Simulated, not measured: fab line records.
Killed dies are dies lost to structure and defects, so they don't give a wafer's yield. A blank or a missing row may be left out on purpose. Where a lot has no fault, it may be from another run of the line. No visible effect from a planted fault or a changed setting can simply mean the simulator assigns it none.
What tool caused it? + flow gf180mcu + 36 wafers from 12 lots sampled at 6 of the route's 602 steps

== WHAT EACH GAUGE READ, for each wafer ==
GF_STI_BOW_MEAS_00.
| lot  | measured    | on            | INCOMING_BOW (um) |
|------|-------------|---------------|-------------------|
| L175 | day 1 10:00 | film metro-03 | 5 0 -7            |
| L176 | day 1 15:00 | film metro-04 | 1 2 -3            |
| L177 | day 1 20:01 | film metro-04 | 0 -1 0            |
| L178 | day 2 01:00 | film metro-01 | 10 2 -7           |
| L179 | day 2 06:00 | film metro-03 | 1 -9 0            |
| L181 | day 2 16:00 | film metro-04 | -4 11 6           |
| L183 | day 3 02:02 | film metro-01 | -1 -15 -6         |
| L184 | day 3 07:01 | film metro-03 | 0 12 -6           |
| L185 | day 3 12:01 | film metro-03 | -7 -6 -6          |
| L186 | day 3 17:02 | film metro-04 | -6 6 3            |
| L187 | day 3 22:00 | film metro-04 | 10 -7 -2          |
| L197 | day 6 00:02 | film metro-03 | 6 -11 5           |

GF_STI_THK_MEAS_02.
| lot  | measured    | on            | STI_OXIDATION_THK (nm) |
|------|-------------|---------------|------------------------|
| L175 | day 1 11:31 | film metro-03 | 10.03 10.09 10.03      |
| L176 | day 1 16:31 | film metro-04 | 9.92 10.06 9.99        |
| L177 | day 1 21:31 | film metro-01 | 10.20 10.21 10.39      |
| L178 | day 2 02:31 | film metro-04 | 10.14 10.18 10.15      |
| L179 | day 2 09:09 | film metro-01 | 10.36 10.17 10.21      |
| L181 | day 2 17:31 | film metro-04 | 10.40 10.27 10.24      |
| L183 | day 3 04:20 | film metro-04 | 10.53 10.50 10.33      |
| L184 | day 3 09:23 | film metro-03 | 9.95 10.06 10.13       |
| L185 | day 3 16:24 | film metro-03 | 10.14 10.09 10.14      |
| L186 | day 3 21:11 | film metro-03 | 10.33 10.25 10.14      |
| L187 | day 4 00:56 | film metro-04 | 10.08 10.03 10.04      |
| L197 | day 6 01:32 | film metro-03 | 10.35 10.24 10.42      |

GF_STI_THK_MEAS_04.
| lot  | measured    | on            | STI_CVD_03_THK (nm) |
|------|-------------|---------------|---------------------|
| L175 | day 1 14:41 | film metro-03 | 208.8 208.2 210.8   |
| L176 | day 1 18:34 | film metro-01 | 209.2 208.4 207.5   |
| L177 | day 1 23:34 | film metro-03 | 205.1 206.1 205.7   |
| L178 | day 2 04:34 | film metro-01 | 206.7 205.9 207.0   |
| L179 | day 2 11:11 | film metro-01 | 207.6 209.3 208.3   |
| L181 | day 2 19:34 | film metro-01 | 206.9 207.7 206.2   |
| L183 | day 3 06:23 | film metro-01 | 205.9 204.0 203.4   |
| L184 | day 3 11:26 | film metro-03 | 207.4 206.2 205.3   |
| L185 | day 3 18:27 | film metro-03 | 206.2 207.0 206.8   |
| L186 | day 3 23:14 | film metro-01 | 81.7 82.4 82.6      |
| L187 | day 4 02:59 | film metro-04 | 207.8 208.7 208.0   |
| L197 | day 6 03:35 | film metro-01 | 207.4 208.2 207.3   |

GF_MVSD_OVL_MEAS_07.
| lot  | measured    | on         | MVSD_OVL (nm)  |
|------|-------------|------------|----------------|
| L175 | day 4 10:17 | overlay-01 | 0.9 -0.8 0.2   |
| L176 | day 4 15:17 | overlay-02 | -1.5 -0.1 -1.5 |
| L177 | day 4 19:54 | overlay-02 | -2.0 -0.8 -0.1 |
| L178 | day 5 01:20 | overlay-01 | -0.2 1.3 0.1   |
| L179 | day 5 10:38 | overlay-01 | -2.0 -1.3 -1.1 |
| L181 | day 5 20:35 | overlay-02 | 0.0 -0.8 0.3   |
| L183 | day 6 11:47 | overlay-01 | 0.0 -1.1 -1.6  |
| L184 | day 6 17:59 | overlay-02 | 1.7 0.3 -1.5   |
| L185 | day 6 23:35 | overlay-02 | -0.3 -1.3 -0.5 |
| L186 | day 7 03:44 | overlay-02 | -1.6 0.0 0.2   |
| L187 | day 7 09:38 | overlay-02 | -0.1 2.6 2.0   |
| L197 | day 9 17:47 | overlay-02 | 1.6 0.7 0.8    |

== WHAT TOOL EACH LOT RAN ON (gives the tool, then ch and the chambers of the sampled wafers, and finally the start) ==
| lot  | GF_STI_CVD_03              | GF_STI_ETCH_13                    |
|------|----------------------------|-----------------------------------|
| L175 | lpcvd-02 ch 1, day 1 12:42 | rie diel-01 ch 0,1,3, day 2 02:36 |
| L176 | lpcvd-02 ch 1, day 1 16:34 | rie diel-03 ch 1,3, day 2 06:36   |
| L177 | lpcvd-02 ch 0, day 1 21:34 | rie diel-03 ch 0,2,3, day 2 11:43 |
| L178 | lpcvd-02 ch 1, day 2 02:34 | rie diel-01 ch 0,2,3, day 2 16:39 |
| L179 | lpcvd-02 ch 1, day 2 09:13 | rie diel-03 ch 0,1, day 2 23:24   |
| L181 | lpcvd-02 ch 1, day 2 17:34 | rie diel-03 ch 0,2,3, day 3 07:33 |
| L183 | lpcvd-02 ch 0, day 3 04:23 | rie diel-01 ch 0,3, day 3 18:43   |
| L184 | lpcvd-02 ch 1, day 3 09:26 | rie diel-02 ch 0,1,3, day 4 00:09 |
| L185 | lpcvd-02 ch 0, day 3 16:27 | rie diel-03 ch 0,1,3, day 4 07:48 |
| L186 | lpcvd-02 ch 0, day 3 21:13 | rie diel-01 ch 0,1,2, day 4 12:18 |
| L187 | lpcvd-01 ch 1, day 4 00:59 | rie diel-03 ch 0,2,3, day 4 16:06 |
| L197 | lpcvd-01 ch 0, day 6 01:34 | rie diel-01 ch 0,1, day 6 18:48   |
- GF_STI_CVD_03: deposits Si3N4 from DCS/NH3, target thk 207.16 nm, time 3551 s.
- GF_STI_ETCH_13: etches the open film in CHF3/O2, stops on Si, target depth 282.31 nm, time 112.9 s.

== AS READ BY THE TOOLS THEMSELVES (means over the sampled wafers that have a number; for cases with no such wafer, the mark the record gives instead) ==
GF_STI_CVD_03.
| lot  | tool     | pressure mtorr (mTorr) | zone power centre pct (%) |
|------|----------|------------------------|---------------------------|
| L175 | lpcvd-02 | 250.1                  | 15.72                     |
| L176 | lpcvd-02 | 250.2                  | 15.58                     |
| L177 | lpcvd-02 | 249.7                  | 15.17                     |
| L178 | lpcvd-02 | 249.9                  | 15.60                     |
| L179 | lpcvd-02 | 250.5                  | 15.79                     |
| L181 | lpcvd-02 | 249.9                  | 15.63                     |
| L183 | lpcvd-02 | 250.3                  | 15.19                     |
| L184 | lpcvd-02 | 249.8                  | 15.62                     |
| L185 | lpcvd-02 | 250.1                  | 15.25                     |
| L186 | lpcvd-02 | 250.5                  | 15.13                     |
| L187 | lpcvd-01 | 250.3                  | 15.04                     |
| L197 | lpcvd-01 | 249.8                  | 15.02                     |

GF_STI_ETCH_13.
| lot  | tool        | drypump motor current A (A) | oes product au (a.u.) | throttle valve pct (%) |
|------|-------------|-----------------------------|-----------------------|------------------------|
| L175 | rie diel-01 | 5.93                        | 0.840                 | 8.819                  |
| L176 | rie diel-03 | 6.09                        | 0.837                 | 8.807                  |
| L177 | rie diel-03 | 6.16                        | 0.831                 | 8.815                  |
| L178 | rie diel-01 | 5.96                        | 0.828                 | 8.804                  |
| L179 | rie diel-03 | 5.76                        | 0.833                 | 8.817                  |
| L181 | rie diel-03 | 6.13                        | 0.835                 | 8.812                  |
| L183 | rie diel-01 | 6.01                        | 0.818                 | 8.801                  |
| L184 | rie diel-02 | 6.03                        | 0.834                 | 8.810                  |
| L185 | rie diel-03 | 6.03                        | 0.828                 | 8.807                  |
| L186 | rie diel-01 | 5.82                        | 0.555                 | 8.722                  |
| L187 | rie diel-03 | 6.14                        | 0.837                 | 8.810                  |
| L197 | rie diel-01 | 5.78                        | 0.829                 | 8.811                  |

== THE ANSWER, worked out from the rows above alone ==
Rule: usual is defined by the lots themselves. The widest of any qualifying gaps counts: lots, ordered by their means at a reading, are off when they make up no more than a third of the lots, leave a main group of 4 or more, and stand apart from it by 3 or more times the standard deviation of that group's means. Not used: any main group whose means are identical at the precision the tables above print for the reading. Also off: a lot with no number at a reading for which 4 or more lots have one. The other lots that the step has rows for count as sound. Order of review: gauges by route order, followed by the tools' own readings, for which a lot's mean as printed above is used. At the first step where some lot is off, the reading lying furthest off is the one used; lots without a number count as furthest.
Off: at GF_STI_THK_MEAS_04 (STI_CVD_03_THK), L186. For the main group the mean is 207.1 nm and the standard deviation 1.3.
If a tool, at a process step before that reading, ran all the lots that are off and no sound lot after the first of them, it fits. Not tried: the gauges at GF_STI_THK_MEAS_04; whatever is off there is also off at GF_STI_ETCH_13, on other tools, and gauge error can't account for it. One candidate fits, namely lpcvd-02 at GF_STI_CVD_03. A fault onset in the window from L185 (day 3 16:27, its last sound lot) to L186 (day 3 21:13, its first lot off) fits.

== WHAT THE SIMULATOR HAD PUT IN ==
lpcvd-02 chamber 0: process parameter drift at GF_STI_CVD_03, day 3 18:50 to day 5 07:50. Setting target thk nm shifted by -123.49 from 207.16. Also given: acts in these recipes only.
Lots struck among those shown: L186. The same result came from the rule above.
